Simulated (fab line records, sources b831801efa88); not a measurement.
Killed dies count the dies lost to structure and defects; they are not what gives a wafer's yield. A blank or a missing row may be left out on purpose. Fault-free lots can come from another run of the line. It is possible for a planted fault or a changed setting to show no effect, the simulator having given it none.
Chamber matching + flow gf180mcu + GF_HV_LDD_ETCHBACK_58 on rie-diel-01: 4 sister chambers
The step etches Si3N4 in CH3F/O2, stops on SiO2, time 100 s, target depth 90 nm. 16 wafers are shown with their chamber, then 8 later ones without.

== WAFERS, EACH WITH ITS CHAMBER ==
| wafer  | chamber | drypump-motor-current-A (A) | throttle-valve-pct (%) | oes-product-au (a.u.) |
|--------|---------|-----------------------------|------------------------|-----------------------|
| L074.1 | 0       | 5.9                         | 10.543                 | 0.837                 |
| L074.2 | 1       | 5.5                         | 10.559                 | 0.850                 |
| L074.4 | 2       | 5.6                         | 10.579                 | 0.832                 |
| L075.1 | 1       | 5.5                         | 10.563                 | 0.838                 |
| L075.2 | 3       | 6.4                         | 10.556                 | 0.836                 |
| L075.3 | 0       | 5.9                         | 10.570                 | 0.846                 |
| L078.3 | 2       | 5.5                         | 10.554                 | 0.841                 |
| L078.5 | 1       | 5.4                         | 10.561                 | 0.842                 |
| L078.6 | 2       | 5.5                         | 10.569                 | 0.841                 |
| L082.3 | 2       | 5.5                         | 10.568                 | 0.855                 |
| L082.5 | 3       | 6.4                         | 10.563                 | 0.843                 |
| L082.6 | 2       | 5.5                         | 10.564                 | 0.853                 |
| L083.1 | 1       | 5.5                         | 10.567                 | 0.847                 |
| L083.2 | 3       | 6.4                         | 10.546                 | 0.849                 |
| L083.5 | 3       | 6.4                         | 10.563                 | 0.844                 |
| L087.2 | 1       | 5.5                         | 10.551                 | 0.845                 |

SIGNATURES (averages over the wafers above)
| reading                 | chamber 0 | chamber 1 | chamber 2 | chamber 3 | scatter within a chamber |
|-------------------------|-----------|-----------|-----------|-----------|--------------------------|
| drypump-motor-current-A | 5.900     | 5.480     | 5.520     | 6.400     | 0.0365                   |
| throttle-valve-pct      | 10.55650  | 10.56020  | 10.56680  | 10.55700  | 0.00925                  |
| oes-product-au          | 0.84150   | 0.84440   | 0.84440   | 0.84300   | 0.00692                  |
Rule: for each reading, subtract the chamber's mean from the wafer's reading, divide by that reading's scatter and square the result; add these up over the readings and take the root, which gives the wafer's distance from the chamber. The wafer belongs to the nearest chamber; if the next one is less than 2 further off, it can't be placed. How the scatter is found: for the shown wafers, subtract from each reading the mean of its chamber, square and add these, divide the total by (wafers less chambers), then take the root.

== WAFERS WHOSE CHAMBER IS MISSING ==
| wafer  | drypump-motor-current-A (A) | throttle-valve-pct (%) | oes-product-au (a.u.) |
|--------|-----------------------------|------------------------|-----------------------|
| L087.3 | 6.4                         | 10.560                 | 0.843                 |
| L087.4 | 5.9                         | 10.557                 | 0.835                 |
| L092.2 | 6.4                         | 10.555                 | 0.845                 |
| L092.4 | 5.9                         | 10.559                 | 0.832                 |
| L092.6 | 5.5                         | 10.566                 | 0.841                 |
| L094.1 | 5.9                         | 10.552                 | 0.836                 |
| L094.4 | 5.6                         | 10.563                 | 0.833                 |
| L094.5 | 5.4                         | 10.557                 | 0.833                 |

== WHICH CHAMBER EACH ONE RAN IN ==
| wafer  | from the rows above     | in truth |
|--------|-------------------------|----------|
| L087.3 | 3                       | 3        |
| L087.4 | 0                       | 0        |
| L092.2 | 3                       | 3        |
| L092.4 | 0                       | 0        |
| L092.6 | can't be placed: 2 or 1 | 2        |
| L094.1 | 0                       | 0        |
| L094.4 | can't be placed: 2 or 1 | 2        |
| L094.5 | can't be placed: 1 or 2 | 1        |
Correct placement for 5 of the 8. These rows do not allow placing 3 (true chamber among the candidates in 3). Wrongly placed: 0.
